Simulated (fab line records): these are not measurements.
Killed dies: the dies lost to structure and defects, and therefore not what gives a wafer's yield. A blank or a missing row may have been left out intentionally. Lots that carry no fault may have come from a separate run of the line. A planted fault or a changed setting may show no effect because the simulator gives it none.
Matching of chambers    flow sky130    cmp-01 running SKY_VIA2_CMP_24: 4 sister chambers
The step polishes, stops on SiO2, t overpolish 20 s, target thk 0 nm. 18 wafers are shown with their chamber, then 9 later ones without.

## WAFERS PAIRED WITH THEIR CHAMBERS
wafer   chamber  motor-current-A (A)  time-to-endpoint-s (s)  slurry-filter-dp-kPa (kPa)
L079.2  2        11.3                 110                     13.38
L079.4  3        8.6                  109                     13.56
L079.5  1        10.3                 97                      13.53
L081.3  3        8.9                  110                     13.96
L081.4  1        10.2                 100                     13.59
L081.6  1        10.7                 99                      13.39
L082.2  0        12.0                 103                     13.41
L082.3  2        12.0                 112                     13.29
L082.5  3        8.9                  108                     13.48
L084.1  3        9.5                  110                     13.51
L084.3  2        11.1                 105                     13.63
L084.5  0        11.9                 102                     13.52
L085.1  2        11.5                 108                     13.45
L085.4  3        8.9                  109                     13.62
L085.6  0        12.8                 107                     13.21
L086.1  0        12.3                 102                     13.54
L086.3  1        10.5                 92                      13.48
L086.5  2        11.9                 105                     13.45

SIGNATURES, as means of the wafers listed above
reading               chamber 0  chamber 1  chamber 2  chamber 3  scatter within a chamber
motor-current-A       12.250     10.425     11.560     8.960      0.344
time-to-endpoint-s    103.50     97.00      108.00     109.20     2.62
slurry-filter-dp-kPa  13.4200    13.4975    13.4400    13.6260    0.147
Rule: a wafer lies at a distance from a chamber equal to the root of the sum of squares, over the readings, of (its reading less the chamber's mean, divided by the reading's scatter). If the next closest chamber is less than 2 further off than the closest, the wafer can't be placed; otherwise it belongs to the closest. The scatter: take each reading less its chamber's mean, square it, sum over the shown wafers, divide by the number of wafers less the number of chambers, and take the root.

## WAFERS WITHOUT THEIR CHAMBER
wafer   motor-current-A (A)  time-to-endpoint-s (s)  slurry-filter-dp-kPa (kPa)
L093.1  12.2                 100                     13.12
L093.2  10.4                 91                      13.23
L093.6  11.5                 107                     13.60
L095.1  11.0                 113                     13.39
L095.3  10.8                 101                     13.64
L095.5  12.2                 112                     13.48
L096.1  9.0                  109                     13.42
L096.5  10.5                 100                     13.50
L096.6  11.8                 104                     13.55

## WHICH CHAMBER EACH ONE RAN IN
wafer   from the rows above      in truth
L093.1  can't be placed: 0 or 2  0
L093.2  1                        1
L093.6  can't be placed: 2 or 0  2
L095.1  2                        2
L095.3  can't be placed: 1 or 2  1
L095.5  can't be placed: 2 or 0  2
L096.1  3                        3
L096.5  1                        1
L096.6  can't be placed: 0 or 2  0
Placed correctly: 4 of 9. These rows do not allow placing 5 (true chamber among the candidates in 5). Placed wrongly: 0.
